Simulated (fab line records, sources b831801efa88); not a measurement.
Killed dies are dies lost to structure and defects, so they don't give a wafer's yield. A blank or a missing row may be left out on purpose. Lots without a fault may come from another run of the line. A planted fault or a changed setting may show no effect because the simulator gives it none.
A struck lot beside a sound one | flow sky130 | 30 steps out of a route of 708
Sound: wafers L772.1, L772.3, L772.5. Struck: wafers L775.2, L775.3, L775.6. The cause comes at the end.
At each step with rows: each side's tool, then ch and its chambers, then its first start. Under that, the readings that differ: sound wafers | struck wafers | difference of the means | sigmas: that difference in standard deviations of wafers without a fault.
alike: readings whose means differ by less than 2 such deviations, and words and numbers that are the same on both sides. not compared: withheld readings, readings that some wafer has no value for, bounds like >300 that may hide the same value, and numbers for which the record gives no deviation and whose values overlap.
The two part at a step that has a row with sigmas, a row that says differs or no value, or rows on one side only. Numbers that don't overlap but have no deviation are shown without sigmas and don't part them. A reading that every wafer of one side lacks parts them only if that side has two wafers or more.

first, 5 steps without rows for these wafers: SKY_SONOS_ONO_COAT_08 (resist thk 1140 nm); SKY_SONOS_ONO_SOFTBAKE_09 (time 60 s); SKY_SONOS_ONO_EXPOSE_10 (exposes mask ONOM, target cd 410 nm); SKY_SONOS_ONO_PEB_11; SKY_SONOS_ONO_DEVELOP_12 (develop time 60 s).
SKY_SONOS_ONO_CD_MEAS_13: target cd 410 nm.
  sound on cd_sem-01, day 13 19:31; struck on cd_sem-01, day 15 03:35
  alike: cd_nm
SKY_SONOS_ONO_OVL_MEAS_14:
  sound on overlay-02, day 13 19:38; struck on overlay-02, day 15 03:41
  alike: SONOS_ONO_OVL
SKY_SONOS_ONO_ETCH_15: etches the open film in CHF3/O2, target depth 19.52 nm, time 7.8 s.
  sound on rie_diel-03 ch 0,1, day 13 19:40; struck on rie_diel-02 ch 0,1,3, day 15 03:43
  reading                | sound             | struck            | difference | sigmas
  throttle_valve_pct (%) | 8.850 8.821 8.843 | 8.801 8.820 8.811 | -0.027     | -3
  alike: chf3_flow_sccm, drypump_motor_current_A, oes_product_au
  not compared: rf_hours_counter_h
then, 1 step without rows for these wafers: SKY_SONOS_ONO_WET_ETCH_16 (etches SiO2 in dHF, target depth 14 nm, time 280 s).
SKY_SONOS_ONO_STRIP_17: strips in O2/N2.
  sound on plasma_asher-01 ch 0, day 13 19:50; struck on plasma_asher-01 ch 0,1, day 15 03:49
  alike: drypump_motor_current_A, n2_flow_sccm, oes_product_au, strip_time_to_endpoint_s
  not compared: rf_hours_counter_h
then, 2 steps without rows for these wafers: SKY_SONOS_ONO_WET_ETCH_18 (etches Si3N4 in H3PO4, target depth 15 nm, time 172 s); SKY_GATE_OXIDE_CLEAN_00 (cleans in SC1/SC2, time 150 s).
SKY_GATE_OXIDE_OXIDATION_01: stabilise 600 s, purge 300 s, target thk 10.268 nm.
  sound on furnace-02 ch 0, day 13 21:33; struck on furnace-01 ch 0, day 15 04:02
  reading                                           | sound             | struck            | difference | sigmas
  tube_center_temp_C_max                            | 903.1 902.4 902.4 | 901.8 901.9 901.9 | -0.8       | -2
  model.SiO2_of_GATE_OXIDE_OXIDATION_01.thk_nm (nm) | 10.17 10.18 10.12 | 9.591 9.351 9.383 | -0.715     |
  alike: ox_temp_c_max
SKY_GATE_OXIDE_THK_MEAS_02:
  sound on film_metro-01, day 13 22:58; struck on film_metro-01, day 15 05:26
  reading                          | sound             | struck         | difference | sigmas
  GATE_OXIDE_OXIDATION_00_THK (nm) | 10.15 10.20 10.10 | 9.59 9.30 9.35 | -0.74      | -5
then, 7 steps without rows for these wafers: SKY_GATE_OXIDE_DEHYDRATE_03 (time 60 s); SKY_GATE_OXIDE_HMDS_04 (prime time 60 s); SKY_GATE_OXIDE_COAT_05 (resist thk 1140 nm); SKY_GATE_OXIDE_SOFTBAKE_06 (time 60 s); SKY_GATE_OXIDE_EXPOSE_07 (exposes mask LVOM, target cd 600 nm); SKY_GATE_OXIDE_PEB_08; SKY_GATE_OXIDE_DEVELOP_09 (develop time 60 s).
SKY_GATE_OXIDE_OVL_MEAS_10:
  sound on overlay-01, day 15 01:17; struck on overlay-02, day 16 09:14
  reading             | sound          | struck      | difference | sigmas
  GATE_OXIDE_OVL (nm) | -3.7 -1.9 -3.1 | 1.5 1.7 0.9 | +4.3       | +3
then, 2 steps without rows for these wafers: SKY_GATE_OXIDE_IMPLANT_11; SKY_GATE_OXIDE_WET_ETCH_12 (etches SiO2 in dHF, target depth 16.8 nm, time 336 s).
SKY_GATE_OXIDE_STRIP_13: strips in O2/N2.
  sound on plasma_asher-02 ch 0,1, day 15 01:35; struck on plasma_asher-01 ch 1, day 16 09:31
  alike: drypump_motor_current_A, n2_flow_sccm, oes_product_au, strip_time_to_endpoint_s
  not compared: rf_hours_counter_h
SKY_GATE_OXIDE_TW_MEAS_14:
  sound on film_metro-03, day 15 01:41; struck on film_metro-01, day 16 09:38
  alike: GATE_OXIDE_TW
then, 1 step without rows for these wafers: SKY_GATE_OXIDE_CLEAN_15 (cleans in SC1/SC2, time 150 s).
SKY_GATE_OXIDE_OXIDATION_16: stabilise 600 s, purge 300 s, target thk 3.57 nm.
  sound on furnace-01 ch 0, day 15 01:48; struck on furnace-02 ch 0, day 16 10:02
  reading                                           | sound             | struck            | difference | sigmas
  model.SiO2_of_GATE_OXIDE_OXIDATION_01.thk_nm (nm) | 11.53 11.53 11.48 | 10.98 10.75 10.76 | -0.68      |
  alike: ox_temp_c_max, ramp_up_c_per_min, tube_center_temp_C_max
then, 1 step without rows for these wafers: SKY_POLY_GATE_CVD_00 (deposits poly-Si, target thk 180 nm, time 720 s).
-- the record jumps here: 31 days lie between the struck wafers' starts before and after (it left off in module POLY_GATE and takes up again in module PAD_OPEN, whose first step shown is number 708 of the route) --
SKY_PAD_OPEN_PROBE_99:
  sound on prober-01, day 47 03:45; struck on prober-02, day 47 13:56
  reading                                | sound             | struck            | difference | sigmas
  model.etest.tip_sonos.rs_ohm_sq        | 2610 2597 2597    | 2569 2490 2506    | -80        |
  model.etest.pfet_g5v0d10v5.r_on_ohm_um | 4849 4773 4768    | 4533 4543 4562    | -251       |
  model.etest.nfet_g5v0d10v5.r_on_ohm_um | 1890 1877 1893    | 1820 1803 1830    | -69        |
  model.etest.nfet_g5v0d10v5.drive_ua_um | 609.8 609.7 611.6 | 639.5 647.3 645.4 | +33.7      |
  model.etest.nfet_05v0_nvt.drive_ua_um  | 577.4 574.2 578.6 | 601.7 611.7 610.1 | +31.1      |
  model.etest.pfet_g5v0d10v5.drive_ua_um | 337.1 338.1 339.6 | 367 362.6 363.4   | +26        |
  model.etest.nfet_16v.drive_ua_um       | 224.9 226.1 226.9 | 231.8 235.9 236.6 | +8.8       |
  alike: killed_at_M0_to_M3, killed_at_M4_up, killed_at_contacts, killed_at_front_end, killed_at_other, killed_dies, killed_open, killed_short
  not compared: model.etest.nfet_16v.r_on_ohm_um

WHERE THEY PART
First at SKY_SONOS_ONO_ETCH_15; last, within this record, at SKY_GATE_OXIDE_OVL_MEAS_10. Later steps at which nothing parts them and some readings are alike: SKY_GATE_OXIDE_STRIP_13, SKY_GATE_OXIDE_TW_MEAS_14, SKY_GATE_OXIDE_OXIDATION_16, SKY_PAD_OPEN_PROBE_99.

WHY: what the simulator had put in
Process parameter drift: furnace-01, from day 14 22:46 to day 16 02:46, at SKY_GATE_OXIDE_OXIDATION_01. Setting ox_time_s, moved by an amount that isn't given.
